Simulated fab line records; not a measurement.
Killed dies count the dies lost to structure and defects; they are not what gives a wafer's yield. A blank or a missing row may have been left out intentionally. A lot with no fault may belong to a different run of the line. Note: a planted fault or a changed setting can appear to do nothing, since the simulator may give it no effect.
2 desks, one fault / flow sky130 / each desk holds nothing but its own numbers, with what lay behind them at the end

== METROLOGY DESK ==
What the gauges read for every lot (on any tool): the sampled wafers with a number, averaged. The brackets show how far a lot's mean lies from the usual mean; more than 4 standard deviations puts the lot out of limits, marked OUT.
Columns: A = SD_P_RS at SKY_SD_N_RS_MEAS_17, usual 147.1 ohm/sq; B = LI_CONTACT_OVL at SKY_LI_CONTACT_OVL_MEAS_13, usual 0 nm; C = CONTACT_HDPCVD_THK at SKY_CONTACT_THK_MEAS_03, usual 568 nm
lot=L242; first seen here=day 27 09:22; A=147.0; B=9; C=566
lot=L244; first seen here=day 28 14:47; A=147.2; B=4; C=569
lot=L243; first seen here=day 28 21:44; A=147.3; B=6; C=572
lot=L246; first seen here=day 29 03:54; A=146.9; B=-9; C=570
lot=L245; first seen here=day 29 07:40; A=147.1; B=-1; C=560
lot=L252; first seen here=day 31 18:24; A=146.9; B=4; C=558
lot=L254; first seen here=day 31 21:27; A=146.7; B=10; C=568
lot=L256; first seen here=day 32 13:00; A=147.1; B=4; C=574
lot=L258; first seen here=day 33 17:50; A=146.6; B=7; C=574
lot=L262; first seen here=day 34 09:06; A=147.1; B=-3; C=568
lot=L260; first seen here=day 34 10:34; A=146.5; B=2; C=567
lot=L264; first seen here=day 34 21:52; A=147.4; B=-4; C=562
This desk's finding: nothing out of limits on any of the 12 lots.

== FOR THE TOOL OWNER'S DESK: rie_metal-02 ==
The tool's own readings at SKY_LOCAL_INTERCONNECT_METAL_ETCH_14 (etches TiN in Cl2/BCl3, stops on PSG, target depth 110 nm, time 31.4 s): means of the sampled wafers that have a number, for each lot that ran on this tool. The brackets show how far a lot's mean lies from the usual mean; more than 4 standard deviations puts the lot out of limits, marked OUT.
Columns: A = drypump_motor_current_A at SKY_LOCAL_INTERCONNECT_METAL_ETCH_14, usual 6.0 A; B = oes_product_au at SKY_LOCAL_INTERCONNECT_METAL_ETCH_14, usual 0.943 a.u.; C = rf_fwd_power_W at SKY_LOCAL_INTERCONNECT_METAL_ETCH_14, usual 889 W; D = throttle_valve_pct at SKY_LOCAL_INTERCONNECT_METAL_ETCH_14, usual 21.900 %
lot=L244; first seen here=day 31 00:57; A=6.4; B=0.946; C=886; D=21.905
lot=L243; first seen here=day 31 07:22; A=6.4; B=0.933; C=887; D=21.907
lot=L246; first seen here=day 31 14:01; A=6.4; B=0.937; C=887; D=21.903
lot=L252; first seen here=day 34 01:21; A=6.1; B=0.934; C=985 (+30) OUT; D=21.907
lot=L254; first seen here=day 34 03:58; A=6.1; B=0.946; C=982 (+29) OUT; D=21.899
This desk's finding: out of limits on L252, L254; first on L252, day 34 01:21 (rf_fwd_power_W at SKY_LOCAL_INTERCONNECT_METAL_ETCH_14). L244, L243, L246 stayed within limits.

== TAKEN TOGETHER ==
At day 34 01:21, on L252, L254, the tool owner's desk was in a position to raise an alarm.
At the metrology desk, nothing out of limits was observed.
The metrology desk holds a record of L252, L254, inside its limits.
On rie_metal-02, each named lot ran SKY_LOCAL_INTERCONNECT_METAL_ETCH_14.

== WHAT THE SIMULATOR PUT IN ==
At SKY_LOCAL_INTERCONNECT_METAL_ETCH_14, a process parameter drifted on rie_metal-02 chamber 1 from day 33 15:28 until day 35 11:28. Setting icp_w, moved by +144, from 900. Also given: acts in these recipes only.
Struck lots among those shown: L252, L254.
Delay in hours, fault start to first out-of-limits reading, by desk: the tool owner's desk at 10.
